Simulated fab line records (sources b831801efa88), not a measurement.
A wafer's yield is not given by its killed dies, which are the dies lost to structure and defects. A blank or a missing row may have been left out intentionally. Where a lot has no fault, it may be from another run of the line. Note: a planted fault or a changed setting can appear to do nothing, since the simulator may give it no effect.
Which of the tools did it? :: flow gf180mcu :: 24 lots with 72 wafers sampled at 6 steps, on a route of 602 steps

## WHAT EACH GAUGE READ, for each wafer
GF_SAB_CD_MEAS_09 targets a cd of 420 nm. Usual: cd-nm reads 420.6 nm (standard deviation 2.3).
lot: L074
measured: day 14 23:11
on: cd-sem-02
cd-nm (nm): 420.4 420.8 423.6
flag: 

lot: L075
measured: day 15 08:43
on: cd-sem-02
cd-nm (nm): 418.6 417.0 418.7
flag: 

lot: L076
measured: day 15 20:04
on: cd-sem-02
cd-nm (nm): 422.7 422.8 422.1
flag: 

lot: L077
measured: day 15 23:40
on: cd-sem-02
cd-nm (nm): 423.9 422.9 423.6
flag: 

lot: L078
measured: day 16 11:05
on: cd-sem-01
cd-nm (nm): 418.9 418.0 417.2
flag: 

lot: L079
measured: day 16 21:38
on: cd-sem-01
cd-nm (nm): 419.9 422.8 422.3
flag: 

lot: L080
measured: day 17 07:16
on: cd-sem-01
cd-nm (nm): 418.9 420.1 421.1
flag: 

lot: L081
measured: day 17 11:18
on: cd-sem-01
cd-nm (nm): 417.7 419.9 419.4
flag: 

lot: L082
measured: day 17 23:38
on: cd-sem-02
cd-nm (nm): 419.3 418.5 423.1
flag: 

lot: L083
measured: day 18 09:40
on: cd-sem-02
cd-nm (nm): 424.6 424.7 424.1
flag: 

lot: L084
measured: day 18 18:26
on: cd-sem-01
cd-nm (nm): 421.6 421.6 422.6
flag: 

lot: L085
measured: day 19 00:11
on: cd-sem-01
cd-nm (nm): 419.4 420.6 420.7
flag: 

lot: L086
measured: day 19 09:52
on: cd-sem-01
cd-nm (nm): 423.9 423.6 421.6
flag: 

lot: L087
measured: day 20 04:13
on: cd-sem-01
cd-nm (nm): 421.0 419.7 418.9
flag: 

lot: L088
measured: day 20 05:23
on: cd-sem-01
cd-nm (nm): 418.2 420.4 419.7
flag: 

lot: L089
measured: day 20 19:13
on: cd-sem-02
cd-nm (nm): 418.1 418.3 416.9
flag: 

lot: L090
measured: day 20 22:14
on: cd-sem-01
cd-nm (nm): 421.3 421.4 422.6
flag: 

lot: L091
measured: day 21 10:13
on: cd-sem-01
cd-nm (nm): 419.7 418.9 418.4
flag: 

lot: L092
measured: day 21 13:19
on: cd-sem-02
cd-nm (nm): 421.2 424.3 423.0
flag: 

lot: L093
measured: day 22 10:50
on: cd-sem-02
cd-nm (nm): 421.7 421.8 421.1
flag: 

lot: L094
measured: day 22 14:00
on: cd-sem-02
cd-nm (nm): 420.8 420.4 420.2
flag: 

lot: L096
measured: day 22 19:59
on: cd-sem-01
cd-nm (nm): 419.8 417.7 419.4
flag: 

lot: L095
measured: day 22 20:26
on: cd-sem-01
cd-nm (nm): 419.5 420.6 418.5
flag: 

lot: L097
measured: day 23 09:12
on: cd-sem-01
cd-nm (nm): 414.6 415.0 415.5
flag: 

GF_M1_THK_MEAS_06: measures by xrf. Usual: M1_ALCU_THK gives 453 nm (standard deviation 5.3).
lot: L074
measured: day 15 23:35
on: film-metro-04
M1_ALCU_THK (nm): 451 450 455
flag: 

lot: L075
measured: day 16 09:18
on: film-metro-03
M1_ALCU_THK (nm): 452 458 454
flag: 

lot: L076
measured: day 16 21:16
on: film-metro-01
M1_ALCU_THK (nm): 451 450 450
flag: 

lot: L077
measured: day 17 00:38
on: film-metro-01
M1_ALCU_THK (nm): 441 444 443
flag: 

lot: L078
measured: day 17 12:40
on: film-metro-01
M1_ALCU_THK (nm): 446 456 453
flag: 

lot: L079
measured: day 17 23:55
on: film-metro-03
M1_ALCU_THK (nm): 456 457 457
flag: 

lot: L080
measured: day 18 09:56
on: film-metro-01
M1_ALCU_THK (nm): 449 446 450
flag: 

lot: L081
measured: day 18 15:20
on: film-metro-03
M1_ALCU_THK (nm): 452 452 451
flag: 

lot: L082
measured: day 19 03:09
on: film-metro-01
M1_ALCU_THK (nm): 451 455 447
flag: 

lot: L083
measured: day 19 13:08
on: film-metro-04
M1_ALCU_THK (nm): 452 450 448
flag: 

lot: L084
measured: day 19 22:47
on: film-metro-01
M1_ALCU_THK (nm): 446 445 450
flag: 

lot: L085
measured: day 20 04:49
on: film-metro-04
M1_ALCU_THK (nm): 451 447 450
flag: 

lot: L086
measured: day 20 13:10
on: film-metro-03
M1_ALCU_THK (nm): 458 457 455
flag: 

lot: L087
measured: day 21 08:01
on: film-metro-01
M1_ALCU_THK (nm): 453 452 458
flag: 

lot: L088
measured: day 21 08:59
on: film-metro-03
M1_ALCU_THK (nm): 461 458 458
flag: 

lot: L089
measured: day 21 21:59
on: film-metro-03
M1_ALCU_THK (nm): 453 460 458
flag: 

lot: L090
measured: day 22 01:05
on: film-metro-04
M1_ALCU_THK (nm): 450 454 452
flag: 

lot: L091
measured: day 22 13:08
on: film-metro-03
M1_ALCU_THK (nm): 460 466 464
flag: 

lot: L092
measured: day 22 16:22
on: film-metro-04
M1_ALCU_THK (nm): 457 457 461
flag: 

lot: L093
measured: day 23 12:44
on: film-metro-04
M1_ALCU_THK (nm): 452 450 444
flag: 

lot: L094
measured: day 23 15:47
on: film-metro-03
M1_ALCU_THK (nm): 464 462 467
flag: 

lot: L096
measured: day 23 21:35
on: film-metro-03
M1_ALCU_THK (nm): 454 448 449
flag: 

lot: L095
measured: day 23 21:58
on: film-metro-03
M1_ALCU_THK (nm): 448 453 449
flag: 

lot: L097
measured: day 24 11:04
on: film-metro-04
M1_ALCU_THK (nm): 454 452 458
flag: 

GF_M1_OVL_MEAS_15. Usual: M1_OVL gives -1 nm (standard deviation 5).
lot: L074
measured: day 16 21:28
on: overlay-02
M1_OVL (nm): 2 0 -7
flag: 

lot: L075
measured: day 17 08:12
on: overlay-01
M1_OVL (nm): 8 10 17
flag: 

lot: L076
measured: day 17 20:24
on: overlay-01
M1_OVL (nm): 2 -1 -4
flag: 

lot: L077
measured: day 17 23:38
on: overlay-02
M1_OVL (nm): 2 -6 -4
flag: 

lot: L078
measured: day 18 12:59
on: overlay-01
M1_OVL (nm): -11 -8 5
flag: 

lot: L079
measured: day 18 23:59
on: overlay-02
M1_OVL (nm): 10 2 10
flag: 

lot: L080
measured: day 19 09:52
on: overlay-01
M1_OVL (nm): -1 6 3
flag: 

lot: L081
measured: day 19 16:25
on: overlay-02
M1_OVL (nm): 2 4 -4
flag: 

lot: L082
measured: day 20 04:22
on: overlay-02
M1_OVL (nm): -3 -3 -6
flag: 

lot: L083
measured: day 20 14:28
on: overlay-01
M1_OVL (nm): 0 -4 2
flag: 

lot: L084
measured: day 20 22:42
on: overlay-02
M1_OVL (nm): -2 -6 -1
flag: 

lot: L085
measured: day 21 05:13
on: overlay-01
M1_OVL (nm): -1 -5 -3
flag: 

lot: L086
measured: day 21 12:49
on: overlay-02
M1_OVL (nm): -10 -3 -8
flag: 

lot: L087
measured: day 22 07:18
on: overlay-01
M1_OVL (nm): 4 -5 -5
flag: 

lot: L088
measured: day 22 08:24
on: overlay-02
M1_OVL (nm): -9 -1 -5
flag: 

lot: L089
measured: day 22 21:26
on: overlay-02
M1_OVL (nm): -4 -7 -6
flag: 

lot: L090
measured: day 23 00:29
on: overlay-02
M1_OVL (nm): -7 -7 -4
flag: 

lot: L091
measured: day 23 11:55
on: overlay-01
M1_OVL (nm): 1 -1 4
flag: 

lot: L092
measured: day 23 15:06
on: overlay-01
M1_OVL (nm): -1 -2 -1
flag: 

lot: L093
measured: day 24 11:08
on: overlay-02
M1_OVL (nm): -2 1 -6
flag: 

lot: L094
measured: day 24 14:00
on: overlay-02
M1_OVL (nm): -5 -6 -4
flag: 

lot: L096
measured: day 24 19:16
on: overlay-02
M1_OVL (nm): -2 -5 -9
flag: 

lot: L095
measured: day 24 20:03
on: overlay-02
M1_OVL (nm): -8 2 -6
flag: 

lot: L097
measured: day 25 08:26
on: overlay-02
M1_OVL (nm): -1 2 -4
flag: 

GF_V2_OVL_MEAS_15. Usual: V2_OVL gives 2 nm (standard deviation 5.5).
lot: L074
measured: day 20 02:10
on: overlay-01
V2_OVL (nm): -10 -1 -10
flag: 

lot: L075
measured: day 20 12:34
on: overlay-01
V2_OVL (nm): -3 0 -9
flag: 

lot: L076
measured: day 21 01:04
on: overlay-01
V2_OVL (nm): 9 6 0
flag: 

lot: L077
measured: day 21 05:26
on: overlay-02
V2_OVL (nm): -4 -7 1
flag: 

lot: L078
measured: day 21 18:17
on: overlay-02
V2_OVL (nm): 8 6 2
flag: 

lot: L079
measured: day 22 04:50
on: overlay-01
V2_OVL (nm): 3 -1 5
flag: 

lot: L080
measured: day 22 13:32
on: overlay-02
V2_OVL (nm): -3 -4 -3
flag: 

lot: L081
measured: day 22 19:46
on: overlay-01
V2_OVL (nm): 6 -2 7
flag: 

lot: L082
measured: day 23 06:50
on: overlay-02
V2_OVL (nm): 3 13 8
flag: 

lot: L083
measured: day 23 17:20
on: overlay-01
V2_OVL (nm): -3 3 -3
flag: 

lot: L084
measured: day 24 00:32
on: overlay-02
V2_OVL (nm): -1 0 2
flag: 

lot: L085
measured: day 24 06:14
on: overlay-02
V2_OVL (nm): 1 -4 5
flag: 

lot: L086
measured: day 24 12:53
on: overlay-02
V2_OVL (nm): 9 2 5
flag: 

lot: L087
measured: day 25 06:43
on: overlay-02
V2_OVL (nm): 6 2 -3
flag: 

lot: L088
measured: day 25 07:41
on: overlay-02
V2_OVL (nm): 5 4 13
flag: 

lot: L089
measured: day 25 19:47
on: overlay-02
V2_OVL (nm): 6 11 1
flag: 

lot: L090
measured: day 25 22:01
on: overlay-01
V2_OVL (nm): 13 3 4
flag: 

lot: L091
measured: day 26 09:18
on: overlay-02
V2_OVL (nm): 1 1 2
flag: 

lot: L092
measured: day 26 11:56
on: overlay-02
V2_OVL (nm): -2 4 -4
flag: 

lot: L093
measured: day 27 06:56
on: overlay-02
V2_OVL (nm): -3 -4 3
flag: 

lot: L094
measured: day 27 09:40
on: overlay-02
V2_OVL (nm): 1 5 0
flag: 

lot: L096
measured: day 27 14:46
on: overlay-02
V2_OVL (nm): 3 4 2
flag: 

lot: L095
measured: day 27 16:11
on: overlay-01
V2_OVL (nm): 2 12 7
flag: 

lot: L097
measured: day 28 02:46
on: overlay-02
V2_OVL (nm): 1 2 7
flag: 

GF_TOP_METAL_CD_MEAS_14 targets a cd of 440 nm. Usual: cd-nm reads 440.4 nm (standard deviation 2.6).
lot: L074
measured: day 27 21:44
on: cd-sem-02
cd-nm (nm): 440.5 441.8 441.1
flag: 

lot: L075
measured: day 28 07:51
on: cd-sem-02
cd-nm (nm): 440.8 438.7 439.4
flag: 

lot: L076
measured: day 28 17:22
on: cd-sem-02
cd-nm (nm): 445.9 443.3 444.3
flag: 

lot: L077
measured: day 28 20:46
on: cd-sem-02
cd-nm (nm): 439.2 437.4 440.0
flag: 

lot: L078
measured: day 29 06:04
on: cd-sem-01
cd-nm (nm): 442.8 442.7 442.3
flag: 

lot: L079
measured: day 29 14:59
on: cd-sem-02
cd-nm (nm): 439.5 437.8 437.8
flag: 

lot: L080
measured: day 29 21:59
on: cd-sem-02
cd-nm (nm): 437.6 435.6 437.6
flag: 

lot: L081
measured: day 30 01:10
on: cd-sem-01
cd-nm (nm): 446.7 448.3 446.4
flag: 

lot: L082
measured: day 30 11:08
on: cd-sem-01
cd-nm (nm): 436.9 437.6 439.0
flag: 

lot: L083
measured: day 30 20:46
on: cd-sem-01
cd-nm (nm): 438.5 439.8 440.3
flag: 

lot: L084
measured: day 31 02:40
on: cd-sem-02
cd-nm (nm): 442.1 442.6 440.9
flag: 

lot: L085
measured: day 31 07:02
on: cd-sem-01
cd-nm (nm): 437.9 438.8 438.0
flag: 

lot: L086
measured: day 31 12:22
on: cd-sem-02
cd-nm (nm): 439.2 439.9 439.4
flag: 

lot: L087
measured: day 32 02:58
on: cd-sem-02
cd-nm (nm): 441.0 441.6 442.8
flag: 

lot: L088
measured: day 32 05:37
on: cd-sem-01
cd-nm (nm): 442.2 439.4 441.4
flag: 

lot: L089
measured: day 32 14:05
on: cd-sem-02
cd-nm (nm): 443.8 442.4 441.4
flag: 

lot: L090
measured: day 32 14:37
on: cd-sem-01
cd-nm (nm): 438.2 438.8 436.7
flag: 

lot: L091
measured: day 33 01:01
on: cd-sem-01
cd-nm (nm): 439.4 439.9 439.1
flag: 

lot: L092
measured: day 33 02:19
on: cd-sem-01
cd-nm (nm): 440.7 439.4 440.6
flag: 

lot: L093
measured: day 33 17:26
on: cd-sem-02
cd-nm (nm): 441.9 441.8 444.2
flag: 

lot: L094
measured: day 33 18:05
on: cd-sem-01
cd-nm (nm): 440.2 439.7 444.5
flag: 

lot: L096
measured: day 33 22:29
on: cd-sem-01
cd-nm (nm): 439.8 440.2 442.4
flag: 

lot: L095
measured: day 34 00:18
on: cd-sem-01
cd-nm (nm): 438.3 436.3 436.7
flag: 

lot: L097
measured: day 34 07:16
on: cd-sem-02
cd-nm (nm): 440.1 440.3 439.8
flag: 

## WHICH TOOL RAN EACH LOT (tool, then ch and the chambers of the sampled wafers, then the start)
lot: L074
GF_V5_CVD_02: pecvd-03 ch 1,2, day 26 02:39

lot: L075
GF_V5_CVD_02: pecvd-01 ch 0,1,2, day 26 13:47

lot: L076
GF_V5_CVD_02: pecvd-01 ch 0,1, day 26 23:43

lot: L077
GF_V5_CVD_02: pecvd-01 ch 1,2, day 27 02:22

lot: L078
GF_V5_CVD_02: pecvd-01 ch 0,1, day 27 12:20

lot: L079
GF_V5_CVD_02: pecvd-04 ch 1,2, day 27 22:56

lot: L080
GF_V5_CVD_02: pecvd-03 ch 0,1,2, day 28 06:05

lot: L081
GF_V5_CVD_02: pecvd-03 ch 0,1, day 28 09:20

lot: L082
GF_V5_CVD_02: pecvd-03 ch 1,2, day 28 20:42

lot: L083
GF_V5_CVD_02: pecvd-04 ch 0,2, day 29 06:12

lot: L084
GF_V5_CVD_02: pecvd-01 ch 1,2, day 29 12:20

lot: L085
GF_V5_CVD_02: pecvd-04 ch 1,2, day 29 17:16

lot: L086
GF_V5_CVD_02: pecvd-01 ch 1,2, day 29 22:35

lot: L087
GF_V5_CVD_02: pecvd-03 ch 0,1,2, day 30 14:32

lot: L088
GF_V5_CVD_02: pecvd-01 ch 0,1,2, day 30 16:44

lot: L089
GF_V5_CVD_02: pecvd-04 ch 0,1,2, day 31 01:51

lot: L090
GF_V5_CVD_02: pecvd-01 ch 0,1, day 31 02:09

lot: L091
GF_V5_CVD_02: pecvd-04 ch 0,1,2, day 31 14:37

lot: L092
GF_V5_CVD_02: pecvd-01 ch 0,1,2, day 31 15:02

lot: L093
GF_V5_CVD_02: pecvd-04 ch 0,1, day 32 07:16

lot: L094
GF_V5_CVD_02: pecvd-03 ch 0,1,2, day 32 08:42

lot: L096
GF_V5_CVD_02: pecvd-03 ch 0,1,2, day 32 12:11

lot: L095
GF_V5_CVD_02: pecvd-01 ch 0,2, day 32 14:47

lot: L097
GF_V5_CVD_02: pecvd-04 ch 0,1,2, day 32 22:25
- GF_V5_CVD_02: deposits SiO2 from TEOS, target thk 1450 nm, time 163.28 s.

## AS READ BY THE TOOLS THEMSELVES (means over the sampled wafers that have a number; for cases with no such wafer, the mark the record gives instead)
GF_V5_CVD_02. Usual: heater-power-w reads 681 W (standard deviation 160).
lot: L074
tool: pecvd-03
heater-power-w (W): 870
flag: 

lot: L075
tool: pecvd-01
heater-power-w (W): 555
flag: 

lot: L076
tool: pecvd-01
heater-power-w (W): 682
flag: 

lot: L077
tool: pecvd-01
heater-power-w (W): 521
flag: 

lot: L078
tool: pecvd-01
heater-power-w (W): 629
flag: 

lot: L079
tool: pecvd-04
heater-power-w (W): 723
flag: 

lot: L080
tool: pecvd-03
heater-power-w (W): 776
flag: 

lot: L081
tool: pecvd-03
heater-power-w (W): 849
flag: 

lot: L082
tool: pecvd-03
heater-power-w (W): 793
flag: 

lot: L083
tool: pecvd-04
heater-power-w (W): 637
flag: 

lot: L084
tool: pecvd-01
heater-power-w (W): 553
flag: 

lot: L085
tool: pecvd-04
heater-power-w (W): 749
flag: 

lot: L086
tool: pecvd-01
heater-power-w (W): 691
flag: 

lot: L087
tool: pecvd-03
heater-power-w (W): 778
flag: 

lot: L088
tool: pecvd-01
heater-power-w (W): 646
flag: 

lot: L089
tool: pecvd-04
heater-power-w (W): 716
flag: 

lot: L090
tool: pecvd-01
heater-power-w (W): 612
flag: 

lot: L091
tool: pecvd-04
heater-power-w (W): 661
flag: 

lot: L092
tool: pecvd-01
heater-power-w (W): 593
flag: 

lot: L093
tool: pecvd-04
heater-power-w (W): 712
flag: 

lot: L094
tool: pecvd-03
heater-power-w (W): 729
flag: 

lot: L096
tool: pecvd-03
heater-power-w (W): 746
flag: 

lot: L095
tool: pecvd-01
heater-power-w (W): 482
flag: 

lot: L097
tool: pecvd-04
heater-power-w (W): 663
flag: 

## THE ANSWER, worked out from the rows above alone
Rule: a lot is off if the mean of its wafers that have a number lies more than 3 standard deviations from the usual mean. Also off: a lot with no number at a reading for which 4 or more lots have one. Where the step has rows for the other lots, those lots are counted as sound. First the gauges in route order, then the tools' own readings, where a lot's mean is used as printed above. The first step at which some lot is off is used, and at that step the reading that is off furthest; a lot without a number counts as furthest.
Across all readings shown, no lot is off: no conclusion can be drawn from this.

## WHAT WAS PUT IN BY THE SIMULATOR
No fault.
